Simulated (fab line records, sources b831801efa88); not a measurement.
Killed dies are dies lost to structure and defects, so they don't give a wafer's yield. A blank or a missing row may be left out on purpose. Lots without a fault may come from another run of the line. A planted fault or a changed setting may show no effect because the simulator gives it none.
Which tool did it? | flow sky130 | 24 lots, 72 wafers sampled, at 4 steps of a route of 708

WHAT THE GAUGES READ, wafer by wafer
SKY_METAL3_OVL_MEAS_14.
lot  | measured     | on         | METAL3_OVL (nm)
L074 | day 39 13:06 | overlay-01 | 7 -1 2
L075 | day 39 14:46 | overlay-01 | -3 -3 -9
L077 | day 39 15:00 | overlay-01 | -3 1 3
L076 | day 39 16:17 | overlay-01 | 6 6 4
L078 | day 41 09:35 | overlay-02 | 0 -3 -5
L079 | day 41 09:56 | overlay-02 | 8 14 13
L080 | day 41 12:29 | overlay-02 | 6 7 8
L081 | day 41 12:08 | overlay-01 | 3 8 13
L082 | day 41 12:50 | overlay-01 | 3 7 10
L084 | day 41 18:32 | overlay-02 | -6 -7 -5
L083 | day 41 22:02 | overlay-02 | -3 2 -3
L085 | day 41 23:14 | overlay-01 | 4 9 3
L086 | day 41 23:36 | overlay-02 | -2 0 2
L087 | day 42 09:44 | overlay-01 | -8 -3 1
L088 | day 42 18:59 | overlay-01 | 2 -3 3
L089 | day 42 20:05 | overlay-02 | 15 9 6
L090 | day 43 10:11 | overlay-02 | 6 12 10
L091 | day 43 13:14 | overlay-02 | 5 1 3
L092 | day 43 17:32 | overlay-01 | 10 2 7
L093 | day 44 06:38 | overlay-02 | 5 0 1
L094 | day 44 10:00 | overlay-01 | 0 2 -2
L095 | day 44 19:47 | overlay-02 | 1 0 5
L096 | day 44 21:17 | overlay-01 | 6 10 3
L097 | day 45 04:02 | overlay-02 | 5 10 4

SKY_VIA3_THK_MEAS_01.
lot  | measured     | on            | VIA3_HDPCVD_THK (nm)
L074 | day 39 14:14 | film_metro-03 | 1605 1652 1598
L075 | day 39 15:53 | film_metro-04 | 1646 1653 1646
L077 | day 39 16:08 | film_metro-03 | 1657 1678 1613
L076 | day 39 17:26 | film_metro-03 | 1656 1632 1648
L078 | day 41 10:49 | film_metro-02 | 1647 1647 1626
L079 | day 41 11:06 | film_metro-04 | 1638 1654 1624
L080 | day 41 13:40 | film_metro-02 | 1630 1647 1643
L081 | day 41 13:20 | film_metro-03 | 1637 1641 1671
L082 | day 41 14:00 | film_metro-04 | 1661 1635 1651
L084 | day 41 19:41 | film_metro-04 | 1648 1659 1652
L083 | day 41 23:12 | film_metro-04 | 1639 1657 1649
L085 | day 42 00:24 | film_metro-03 | 1618 1634 1654
L086 | day 42 00:44 | film_metro-02 | 1646 1636 1620
L087 | day 42 10:52 | film_metro-03 | 1599 1629 1636
L088 | day 42 20:07 | film_metro-04 | 1653 1639 1619
L089 | day 42 21:13 | film_metro-03 | 1609 1634 1670
L090 | day 43 11:19 | film_metro-04 | 1636 1615 1630
L091 | day 43 14:21 | film_metro-02 | 1632 1655 1628
L092 | day 43 18:40 | film_metro-03 | 1625 1647 1629
L093 | day 44 07:45 | film_metro-02 | 1630 1628 1666
L094 | day 44 11:08 | film_metro-04 | 1666 1624 1652
L095 | day 44 20:56 | film_metro-03 | 1638 1659 1609
L096 | day 44 22:25 | film_metro-03 | 1644 1595 1647
L097 | day 45 05:10 | film_metro-02 | 1622 1629 1649

WHICH TOOL RAN EACH LOT (tool, then ch and the chambers of the sampled wafers, then the start)
lot  | SKY_VIA2_STRIP_16                    | SKY_METAL3_ETCH_16
L074 | plasma_asher-02 ch 0,1, day 37 07:10 | rie_metal-03 ch 0,1, day 39 13:11
L075 | plasma_asher-04 ch 0,1, day 37 09:26 | rie_metal-04 ch 0,1, day 39 14:49
L077 | plasma_asher-03 ch 0,1, day 37 09:49 | rie_metal-01 ch 0,1, day 39 15:05
L076 | plasma_asher-04 ch 0,1, day 37 11:46 | rie_metal-01 ch 0,1, day 39 16:22
L078 | plasma_asher-02 ch 0,1, day 39 06:44 | rie_metal-01 ch 0,1, day 41 09:39
L079 | plasma_asher-04 ch 0,1, day 39 06:59 | rie_metal-04 ch 0,1, day 41 10:00
L080 | plasma_asher-02 ch 0,1, day 39 08:14 | rie_metal-04 ch 0,1, day 41 12:33
L081 | plasma_asher-04 ch 0,1, day 39 08:35 | rie_metal-04 ch 0,1, day 41 12:12
L082 | plasma_asher-02 ch 0,1, day 39 10:14 | rie_metal-03 ch 0,1, day 41 12:54
L084 | plasma_asher-02 ch 1, day 39 16:17   | rie_metal-01 ch 0,1, day 41 18:36
L083 | plasma_asher-04 ch 0,1, day 39 19:26 | rie_metal-01 ch 0,1, day 41 22:06
L085 | plasma_asher-04 ch 0,1, day 39 20:05 | rie_metal-04 ch 0,1, day 41 23:18
L086 | plasma_asher-03 ch 0,1, day 39 20:25 | rie_metal-03 ch 0,1, day 41 23:41
L087 | plasma_asher-03 ch 0,1, day 40 06:35 | rie_metal-01 ch 0,1, day 42 09:47
L088 | plasma_asher-03 ch 0,1, day 40 17:41 | rie_metal-01 ch 1, day 42 19:02
L089 | plasma_asher-02 ch 0,1, day 40 18:50 | rie_metal-03 ch 0,1, day 42 20:09
L090 | plasma_asher-04 ch 0,1, day 41 10:08 | rie_metal-03 ch 0,1, day 43 10:15
L091 | plasma_asher-02 ch 0,1, day 41 13:32 | rie_metal-03 ch 1, day 43 13:17
L092 | plasma_asher-03 ch 0,1, day 41 17:26 | rie_metal-01 ch 0,1, day 43 17:35
L093 | plasma_asher-03 ch 0,1, day 42 07:56 | rie_metal-03 ch 0,1, day 44 06:41
L094 | plasma_asher-04 ch 0,1, day 42 10:22 | rie_metal-03 ch 0,1, day 44 10:05
L095 | plasma_asher-02 ch 0,1, day 42 19:53 | rie_metal-01 ch 1, day 44 19:51
L096 | plasma_asher-03 ch 0,1, day 42 22:41 | rie_metal-03 ch 0, day 44 21:22
L097 | plasma_asher-03 ch 0,1, day 43 05:17 | rie_metal-04 ch 0,1, day 45 04:07
- SKY_VIA2_STRIP_16: strips in O2/N2.
- SKY_METAL3_ETCH_16: etches BARC in N2/H2, stops on SiO2, time 88.2 s, target depth 60 nm.

WHAT THE TOOLS THEMSELVES READ (means of the sampled wafers that have a number; where no wafer has one, the mark that the record gives instead)
SKY_VIA2_STRIP_16.
lot  | tool            | drypump_motor_current_A (A) | oes_product_au (a.u.) | strip_time_to_endpoint_s (s)
L074 | plasma_asher-02 | 5.67                        | 0.399                 | 4.03
L075 | plasma_asher-04 | 5.99                        | 0.393                 | 4.04
L077 | plasma_asher-03 | 5.50                        | 0.404                 | 4.09
L076 | plasma_asher-04 | 5.81                        | 0.399                 | 4.05
L078 | plasma_asher-02 | 5.74                        | 0.394                 | 4.05
L079 | plasma_asher-04 | 5.78                        | 0.395                 | 4.04
L080 | plasma_asher-02 | 5.67                        | 0.399                 | 4.04
L081 | plasma_asher-04 | 5.78                        | 0.397                 | 4.04
L082 | plasma_asher-02 | 5.75                        | 0.398                 | 4.06
L084 | plasma_asher-02 | 5.78                        | 0.399                 | 4.02
L083 | plasma_asher-04 | 5.78                        | 0.403                 | 4.06
L085 | plasma_asher-04 | 5.80                        | 0.399                 | 4.06
L086 | plasma_asher-03 | 5.50                        | 0.397                 | 4.08
L087 | plasma_asher-03 | 5.56                        | 0.399                 | 4.04
L088 | plasma_asher-03 | 5.60                        | 0.395                 | 4.06
L089 | plasma_asher-02 | 5.70                        | 0.398                 | 4.03
L090 | plasma_asher-04 | 5.79                        | 0.398                 | 4.04
L091 | plasma_asher-02 | 5.68                        | 0.402                 | 4.05
L092 | plasma_asher-03 | 5.60                        | 0.397                 | 4.04
L093 | plasma_asher-03 | 5.59                        | 0.400                 | 4.07
L094 | plasma_asher-04 | 5.77                        | 0.399                 | 4.11
L095 | plasma_asher-02 | 5.73                        | 0.399                 | 4.10
L096 | plasma_asher-03 | 5.58                        | 0.402                 | 4.06
L097 | plasma_asher-03 | 5.49                        | 0.397                 | 4.07

SKY_METAL3_ETCH_16.
lot  | tool         | drypump_motor_current_A (A) | oes_product_au (a.u.) | throttle_valve_pct (%)
L074 | rie_metal-03 | 5.7                         | 0.630                 | 13.208
L075 | rie_metal-04 | 5.9                         | 0.619                 | 13.205
L077 | rie_metal-01 | 5.3                         | 0.628                 | 13.213
L076 | rie_metal-01 | 5.3                         | 0.629                 | 13.210
L078 | rie_metal-01 | 5.3                         | 0.630                 | 13.197
L079 | rie_metal-04 | 6.0                         | 0.627                 | 13.207
L080 | rie_metal-04 | 5.9                         | 0.622                 | 13.194
L081 | rie_metal-04 | 6.0                         | 0.623                 | 13.206
L082 | rie_metal-03 | 5.8                         | 0.624                 | 13.199
L084 | rie_metal-01 | 5.3                         | 0.631                 | 13.211
L083 | rie_metal-01 | 5.3                         | 0.625                 | 13.206
L085 | rie_metal-04 | 5.9                         | 0.621                 | 13.211
L086 | rie_metal-03 | 5.2                         | 0.629                 | 13.213
L087 | rie_metal-01 | 5.3                         | 0.623                 | 13.210
L088 | rie_metal-01 | 5.3                         | 0.623                 | 13.214
L089 | rie_metal-03 | 5.2                         | 0.626                 | 13.218
L090 | rie_metal-03 | 5.8                         | 0.631                 | 13.205
L091 | rie_metal-03 | 6.3                         | 0.626                 | 13.200
L092 | rie_metal-01 | 5.3                         | 0.625                 | 13.197
L093 | rie_metal-03 | 5.8                         | 0.620                 | 13.197
L094 | rie_metal-03 | 5.2                         | 0.625                 | 13.206
L095 | rie_metal-01 | 5.3                         | 0.627                 | 13.202
L096 | rie_metal-03 | 4.7                         | 0.631                 | 13.210
L097 | rie_metal-04 | 6.0                         | 0.627                 | 13.209

THE ANSWER, worked out from the rows above alone
Rule: what is usual is taken from the lots themselves. Put in order of their means at a reading, lots are off if they are a third of the lots or fewer, leave a main group of 4 or more, and stand apart from it by a gap of 3 or more times the standard deviation of the main group's means; of several such gaps the widest counts. A main group whose means are all the same, to the digits that the tables above print for the reading, isn't used. A lot without any number at a reading at which 4 lots or more have one is off too. The other lots that the step has rows for count as sound. The gauges are gone through in route order, then the tools' own readings, and for those a lot's mean is taken as printed above. The first step at which some lot is off is used, and at that step the reading that is off furthest; a lot without a number counts as furthest.
No lot is off at any reading shown: from this, nothing can be told.

WHAT THE SIMULATOR HAD PUT IN
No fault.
